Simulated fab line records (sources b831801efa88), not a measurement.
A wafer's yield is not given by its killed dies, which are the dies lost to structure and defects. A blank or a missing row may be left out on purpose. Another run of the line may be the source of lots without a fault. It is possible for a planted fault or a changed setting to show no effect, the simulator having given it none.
Comparing a struck lot with a sound one -- flow sky130 -- 23 steps out of a route of 708
Sound: wafers L410.2, L410.3, L410.5. Wafers L424.1, L424.3, L424.6 were the ones struck. The cause is named last.
At each step with rows: each side's tool, then ch and its chambers, then its first start. Under that, the readings that differ: sound wafers -- struck wafers -- difference of the means -- sigmas: that difference in standard deviations of wafers without a fault.
alike: same words and numbers on both sides, and readings whose means sit less than 2 such deviations apart. not compared: any withheld reading, any reading some wafer has no value for, any bound like >300 that may hide the same value, and any number with overlapping values for which the record gives no deviation.
A row with sigmas, a row that says differs or no value, or rows on one side alone: a step with any of these is where the two part. When numbers do not overlap yet have no deviation, they are printed without sigmas and do not part them. Lack of a reading on every wafer of one side parts them only where that side has two or more wafers.

first, 4 steps without rows for these wafers: SKY_CAPM_SOFTBAKE_08 (time 60 s); SKY_CAPM_EXPOSE_09 (exposes mask CAPM, target cd 1000 nm); SKY_CAPM_PEB_10; SKY_CAPM_DEVELOP_11 (develop time 60 s).
SKY_CAPM_OVL_MEAS_12:
  struck on overlay-01, day 41 22:47; sound on overlay-01, day 37 15:39
  alike: CAPM_OVL
SKY_CAPM_METAL_ETCH_13: etches TiN in Cl2/BCl3, stops on SiO2, target depth 220 nm, time 62.9 s.
  sound on rieMetal-02 ch 0,1, day 37 15:41; struck on rieMetal-02 ch 0,1, day 41 22:49
  alike: drypumpMotorCurrentA, oesProductAu, throttleValvePct
  not compared: rfHoursCounterH
SKY_CAPM_STRIP_14: strips in O2/N2.
  sound on plasmaAsher-03 ch 1, day 37 15:46; struck on plasmaAsher-03 ch 0,1, day 41 22:53
  alike: drypumpMotorCurrentA, oesProductAu, stripTimeToEndpointS
  not compared: rfHoursCounterH
then, 5 steps without rows for these wafers: SKY_CAPM_STRIP_15 (strips in post etch residue remover, time 1200 s); SKY_CAPM_CLEAN_16 (cleans in IPA, time 180 s); SKY_CAPM_CLEAN_17 (cleans in O3/DIW); SKY_METAL3_DEHYDRATE_05 (time 60 s); SKY_METAL3_HMDS_06 (prime time 60 s).
SKY_METAL3_COAT_07: resist thk 60 nm.
  sound on lithoTrack-01 ch 0, day 38 03:57; struck on lithoTrack-01 ch 0, day 42 11:20
reading,sound,struck,difference,sigmas
spinSpeedRpm (rpm),2998.2 2997.4 2996.0,1942.3 1944.8 1940.7,-1054.6,-99 or more
then, 5 steps without rows for these wafers: SKY_METAL3_COAT_08 (resist thk 1140 nm); SKY_METAL3_SOFTBAKE_09 (time 90 s); SKY_METAL3_EXPOSE_10 (exposes mask MM3, target cd 300 nm); SKY_METAL3_PEB_11; SKY_METAL3_DEVELOP_12 (develop time 60 s).
SKY_METAL3_CD_MEAS_13: the cd target is 300 nm.
  struck on cdSem-02, day 42 22:44; sound on cdSem-01, day 38 17:31
  alike: cdNm
SKY_METAL3_OVL_MEAS_14:
  struck on overlay-02, day 42 22:52; sound on overlay-02, day 38 17:37
  alike: METAL3_OVL
SKY_METAL3_DESCUM_15: chemistry O2, time 8 s.
  sound on rieMetal-04 ch 0,1, day 38 17:39; struck on rieMetal-01 ch 0,1, day 42 22:54
reading,sound,struck,difference,sigmas
drypumpMotorCurrentA (A),4.7 4.8 5.1,6.5 6.5 5.9,+1.4,+2
  alike: oesProductAu, tempC
  not compared: rfHoursCounterH
SKY_METAL3_ETCH_16: etches BARC in N2/H2, stops on SiO2, time 88.2 s, target depth 60 nm.
  sound on rieMetal-04 ch 0,1, day 38 17:41; struck on rieMetal-01 ch 0,1, day 42 22:56
reading,sound,struck,difference,sigmas
drypumpMotorCurrentA (A),4.7 4.7 5.1,6.5 6.5 5.9,+1.5,+2
oesProductAu (a.u.),0.618 0.621 0.625,0.683 0.676 0.677,+0.057,+12
model.etch.depthNm (nm),59.82 59.77 59.77,74.61 74.49 74.48,+14.74,
  alike: throttleValvePct
  not compared: rfHoursCounterH
SKY_METAL3_ETCH_17: etches SiO2 in C4F8/O2/Ar, stops on TiN, time 3.9 s, target depth 15 nm.
  sound on rieDiel-03 ch 0,2,3, day 38 17:47; struck on rieDiel-02 ch 2,3, day 42 23:02
  alike: oesProductAu
  not compared: rfHoursCounterH

WHERE THEY PART
First at SKY_METAL3_COAT_07; last, within this record, at SKY_METAL3_ETCH_16. Later steps at which nothing parts them and some readings are alike: SKY_METAL3_ETCH_17.

WHY: whatever the simulator had introduced
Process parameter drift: lithoTrack-01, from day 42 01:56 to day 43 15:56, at SKY_METAL3_COAT_07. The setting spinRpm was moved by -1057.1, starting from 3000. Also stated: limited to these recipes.
